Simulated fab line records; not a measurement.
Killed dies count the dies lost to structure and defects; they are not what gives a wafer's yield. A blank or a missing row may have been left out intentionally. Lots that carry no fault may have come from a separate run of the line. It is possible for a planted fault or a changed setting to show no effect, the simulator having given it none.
What tool caused it?    flow sky130    12 lots, 36 wafers sampled, at 5 steps of a route of 708

WHAT THE GAUGES SHOWED, per wafer
SKY_NWELL_TW_MEAS_26.
lot   measured      on             NWELL_2_TW
L612  day 5 07:13   film metro-01  489 486 486
L613  day 5 13:34   film metro-02  493 492 495
L615  day 6 00:20   film metro-04  492 495 494
L616  day 6 07:52   film metro-01  489 491 491
L617  day 6 10:43   film metro-02  498 497 497
L618  day 6 15:40   film metro-01  490 491 490
L619  day 6 23:14   film metro-02  498 498 500
L620  day 7 06:01   film metro-04  495 496 495
L628  day 9 12:01   film metro-01  491 490 489
L627  day 9 13:03   film metro-02  495 496 495
L634  day 10 21:07  film metro-02  493 494 492
L635  day 11 03:35  film metro-01  499 498 499

SKY_VT_ADJUST_LVTN_TW_MEAS_10.
lot   measured      on             VT_ADJUST_LVTN_TW
L612  day 6 19:19   film metro-03  241.2 242.3 241.9
L613  day 7 02:17   film metro-01  235.4 237.5 236.5
L615  day 7 16:25   film metro-02  242.8 242.0 241.2
L616  day 8 01:10   film metro-03  242.8 241.9 242.1
L617  day 8 03:48   film metro-02  238.3 240.6 239.4
L618  day 8 07:23   film metro-02  239.9 239.8 239.9
L619  day 8 16:52   film metro-02  239.5 239.5 240.5
L620  day 9 00:53   film metro-03  240.7 240.9 241.1
L628  day 11 08:56  film metro-03  242.8 243.0 243.4
L627  day 11 10:31  film metro-03  241.8 241.7 241.7
L634  day 12 22:34  film metro-03  242.9 243.2 241.5
L635  day 13 04:41  film metro-01  239.0 240.4 240.1

SKY_VT_ADJUST_HVTR_TW_MEAS_11.
lot   measured      on             VT_ADJUST_HVTR_TW
L612  day 9 09:38   film metro-04  211.3 210.5 210.3
L613  day 9 18:02   film metro-02  210.6 210.2 210.6
L615  day 10 08:24  film metro-02  209.8 211.1 209.8
L616  day 10 18:20  film metro-04  211.1 210.8 210.3
L617  day 10 22:05  film metro-04  211.7 211.6 210.7
L618  day 11 00:08  film metro-01  211.1 212.5 211.4
L619  day 11 11:00  film metro-02  208.3 210.0 209.1
L620  day 11 21:00  film metro-01  211.5 212.6 211.1
L628  day 14 13:38  film metro-04  199.4 199.3 199.9
L627  day 14 15:07  film metro-02  199.9 201.5 202.2
L634  day 16 06:47  film metro-01  210.0 208.5 207.6
L635  day 16 13:42  film metro-01  209.2 209.9 209.7

WHAT TOOL EACH LOT RAN ON (gives the tool, then ch and the chambers of the sampled wafers, and finally the start)
lot   SKY_NWELL_STRIP_25                    SKY_VT_ADJUST_HVTR_IMPLANT_09
L612  plasma asher-03 ch 0,1, day 5 07:07   implanter-04 ch 0, day 9 09:23
L613  plasma asher-03 ch 0,1, day 5 13:28   implanter-01 ch 0, day 9 17:47
L615  plasma asher-03 ch 0,1, day 6 00:13   implanter-01 ch 0, day 10 08:10
L616  plasma asher-02 ch 0,1, day 6 07:46   implanter-04 ch 0, day 10 18:05
L617  plasma asher-03 ch 1, day 6 10:37     implanter-03 ch 0, day 10 21:51
L618  plasma asher-01 ch 0,1, day 6 15:34   implanter-04 ch 0, day 10 23:53
L619  plasma asher-01 ch 0,1, day 6 23:07   implanter-04 ch 0, day 11 10:46
L620  plasma asher-03 ch 0,1, day 7 05:55   implanter-01 ch 0, day 11 20:46
L628  plasma asher-02 ch 0,1, day 9 11:55   implanter-01 ch 0, day 14 13:23
L627  plasma asher-03 ch 0,1, day 9 12:58   implanter-01 ch 0, day 14 14:55
L634  plasma asher-01 ch 0,1, day 10 21:01  implanter-03 ch 0, day 16 06:32
L635  plasma asher-01 ch 0,1, day 11 03:28  implanter-03 ch 0, day 16 13:28
- SKY_NWELL_STRIP_25: strips in O2/N2.
- SKY_VT_ADJUST_HVTR_IMPLANT_09

WHAT THE TOOLS THEMSELVES READ (means of the sampled wafers that have a number; where no wafer has one, the mark that the record gives instead)
SKY_NWELL_STRIP_25.
lot   tool             drypump motor current A (A)  n2 flow sccm (sccm)  oes product au (a.u.)  strip time to endpoint s (s)
L612  plasma asher-03  6.0                          300.7                0.727                  36.81
L613  plasma asher-03  6.3                          299.7                0.723                  36.89
L615  plasma asher-03  6.3                          300.3                0.718                  36.92
L616  plasma asher-02  5.6                          299.6                0.722                  36.84
L617  plasma asher-03  5.8                          298.7                0.727                  36.95
L618  plasma asher-01  5.3                          300.5                0.720                  37.06
L619  plasma asher-01  5.5                          301.2                0.722                  36.93
L620  plasma asher-03  6.3                          300.2                0.725                  37.02
L628  plasma asher-02  5.8                          299.5                0.719                  36.85
L627  plasma asher-03  6.0                          300.1                0.722                  36.86
L634  plasma asher-01  5.3                          301.0                0.721                  36.83
L635  plasma asher-01  5.3                          300.2                0.724                  36.91

SKY_VT_ADJUST_HVTR_IMPLANT_09.
lot   tool          beam on s (s)  faraday current uA
L612  implanter-04  10.13          11.69
L613  implanter-01  9.99           11.85
L615  implanter-01  10.16          11.66
L616  implanter-04  10.02          11.83
L617  implanter-03  10.02          11.80
L618  implanter-04  9.88           11.98
L619  implanter-04  10.13          11.70
L620  implanter-01  9.95           11.87
L628  implanter-01  8.40           14.08
L627  implanter-01  8.30           14.32
L634  implanter-03  9.83           12.06
L635  implanter-03  10.04          11.82

THE ANSWER, worked out from the rows above alone
Rule: the lots themselves supply what counts as usual. The widest of any qualifying gaps counts: lots, ordered by their means at a reading, are off when they make up no more than a third of the lots, leave a main group of 4 or more, and stand apart from it by 3 or more times the standard deviation of that group's means. Not used: any main group whose means are identical at the precision the tables above print for the reading. Also off: a lot with no number at a reading for which 4 or more lots have one. Where the step has rows for the other lots, those lots are counted as sound. After the gauges, taken in route order, come the tools' own readings; for these a lot's mean is taken, as printed above. The first step at which some lot is off is used, and at that step the reading that is off furthest; a lot without a number counts as furthest.
Off: at SKY_VT_ADJUST_HVTR_TW_MEAS_11 (VT_ADJUST_HVTR_TW), L628, L627. Mean 210.4 and standard deviation 0.98 in the main group.
If a tool, at a process step before that reading, ran all the lots that are off and no sound lot after the first of them, it fits. Not tried: the gauges at SKY_VT_ADJUST_HVTR_TW_MEAS_11; whatever is off there is also off at SKY_VT_ADJUST_HVTR_IMPLANT_09, on other tools, and gauge error can't account for it. One candidate fits, namely implanter-01 at SKY_VT_ADJUST_HVTR_IMPLANT_09. A fault onset in the window from L620 (day 11 20:46, its last sound lot) to L628 (day 14 13:23, its first lot off) fits.
The tool's own readings at SKY_VT_ADJUST_HVTR_IMPLANT_09 bear it out: on the lots that are off they differ by more than 5 times the standard deviation of the sound lots' means. beam on s reads 8.35 s there against 10.02 s on the sound lots; faraday current uA reads 14.20 there against 11.83 on the sound lots.

WHAT THE SIMULATOR HAD PUT IN
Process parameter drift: implanter-01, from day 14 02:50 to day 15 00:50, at SKY_VT_ADJUST_HVTR_IMPLANT_09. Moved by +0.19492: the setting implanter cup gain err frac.
Lots struck among those shown: L628, L627. This agrees with what the rule above found.
